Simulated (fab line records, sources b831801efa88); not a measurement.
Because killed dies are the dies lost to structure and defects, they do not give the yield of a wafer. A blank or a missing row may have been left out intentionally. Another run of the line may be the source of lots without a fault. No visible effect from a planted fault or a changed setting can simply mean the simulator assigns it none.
A lot that was struck, set against a sound lot -- flow sky130 -- 18 out of 708 route steps
Sound: wafers L511.2, L511.5, L511.6. Struck: wafer L528.6 (left out: L528.3, L528.4 of the same lot, which were not struck); the cause appears at the end.
Order at every step that has rows: each side's tool, ch and its chambers, its first start. Under that, the readings that differ: sound wafers -- struck wafers -- difference of the means -- sigmas: that difference in standard deviations of wafers without a fault.
alike: a reading whose means differ by less than 2 such deviations, as well as words and numbers matching on both sides. not compared: withheld readings; readings where some wafer has no value; bounds like >300 that might hide an equal value; numbers whose values overlap and for which the record gives no deviation.
Wherever a step has rows on one side only, a row that says differs or no value, or a row with sigmas, the two part there. When numbers do not overlap yet have no deviation, they are printed without sigmas and do not part them. A reading missing from all wafers of one side parts the sides only when that side holds two or more wafers.

first, 1 step without rows for these wafers: SKY_FIELD_ISO_DEVELOP_12 (develop time 60 s).
SKY_FIELD_ISO_CD_MEAS_13: the cd target is 150 nm.
  sound: cd-sem-01 at day 3 06:57; struck: cd-sem-01 at day 7 00:50
  alike: cd-nm
SKY_FIELD_ISO_ETCH_14: etches BARC in N2/H2, stops on SiO2, time 45.9 s, target depth 60 nm.
  sound on rie-diel-03 ch 0,3, day 3 07:03; struck on rie-diel-01 ch 1, day 7 00:55
  alike: drypump-motor-current-A, oes-product-au, throttle-valve-pct
  not compared: rf-hours-counter-h
SKY_FIELD_ISO_ETCH_15: etches the open film in CHF3/O2, stops on Si, target depth 180 nm, time 72 s.
  sound on rie-diel-03 ch 0,3, day 3 07:05; struck on rie-diel-01 ch 1, day 7 00:57
  alike: drypump-motor-current-A, oes-product-au, throttle-valve-pct
  not compared: rf-hours-counter-h
SKY_FIELD_ISO_STRIP_16: strips in O2/N2.
  sound on plasma-asher-03 ch 0,1, day 3 07:09; struck on plasma-asher-03 ch 0, day 7 01:02
  alike: drypump-motor-current-A, oes-product-au, strip-time-to-endpoint-s
  not compared: rf-hours-counter-h
SKY_FIELD_ISO_ETCH_17: etches Si in HBr/Cl2/O2, target depth 342 nm, time 97.7 s.
  sound on rie-si-01 ch 1,3, day 3 07:15; struck on rie-si-02 ch 1, day 7 01:07
  alike: drypump-motor-current-A, oes-product-au, throttle-valve-pct
  not compared: rf-hours-counter-h
then, 5 steps without rows for these wafers: SKY_FIELD_ISO_WET_ETCH_18 (etches Si3N4 in H3PO4, target depth 25 nm, time 286 s); SKY_FIELD_ISO_CLEAN_19 (cleans in SC1/SC2, time 150 s); SKY_FIELD_ISO_CLEAN_20 (cleans in dHF, time 20 s); SKY_FIELD_ISO_WET_ETCH_21 (etches SiO2 in dHF, target depth 20 nm, time 400 s); SKY_FIELD_ISO_OXIDATION_22 (stabilise 600 s, purge 300 s, target thk 10 nm).
SKY_FIELD_ISO_THK_MEAS_23:
  sound: film-metro-03 at day 3 10:17; struck: film-metro-03 at day 7 06:29
  alike: FIELD_ISO_OXIDATION_01_THK
SKY_FIELD_ISO_CVD_24: deposits SiO2, target thk 595 nm, time 99.2 s.
  sound on hdpcvd-01 ch 0,2, day 3 10:20; struck on hdpcvd-02 ch 0, day 7 06:31
reading,sound,struck,difference,sigmas
model.SiO2_of_FIELD_ISO_CVD_24.thk-nm (nm),598.7 599.7 604.3,812.2,+211.3,
SKY_FIELD_ISO_THK_MEAS_25:
  sound: film-metro-03 at day 3 10:26; struck: film-metro-03 at day 7 06:37
reading,sound,struck,difference,sigmas
FIELD_ISO_CVD_24_THK (nm),598 600 604,813,+212,+34
then, 1 step without rows for these wafers: SKY_FIELD_ISO_ANNEAL_26 (time 1800 s).
SKY_FIELD_ISO_CMP_27: polishes, stops on Si3N4, t overpolish 16 s, target thk 457.8 nm.
  sound on cmp-01 ch 0,1, day 3 13:31; struck on cmp-01 ch 1, day 7 09:51
reading,sound,struck,difference,sigmas
time-to-endpoint-s (s),113 108 117,152,+39,+10
  alike: motor-current-A, slurry-filter-dp-kPa
then, 1 step without rows for these wafers: SKY_FIELD_ISO_WET_ETCH_28 (etches SiO2 in dHF, target depth 23.7 nm, time 47 s).
-- a jump in the record: the struck wafers' starts before and after are 44 days apart (it breaks off in module FIELD_ISO and resumes in module PAD_OPEN, where the first step shown is number 708 of the route) --
SKY_PAD_OPEN_PROBE_99:
  sound: prober-02 at day 47 09:13; struck: prober-01 at day 51 09:27
  alike: killed_at_M0_to_M3, killed_at_M4_up, killed-at-contacts, killed-at-front-end, killed-at-other, killed-dies, killed-on-rim, killed-open, killed-short

== WHERE THEY PART ==
First at SKY_FIELD_ISO_THK_MEAS_25; last, within this record, at SKY_FIELD_ISO_CMP_27. Later steps at which nothing parts them and some readings are alike: SKY_PAD_OPEN_PROBE_99.

WHY: what the simulator had put in
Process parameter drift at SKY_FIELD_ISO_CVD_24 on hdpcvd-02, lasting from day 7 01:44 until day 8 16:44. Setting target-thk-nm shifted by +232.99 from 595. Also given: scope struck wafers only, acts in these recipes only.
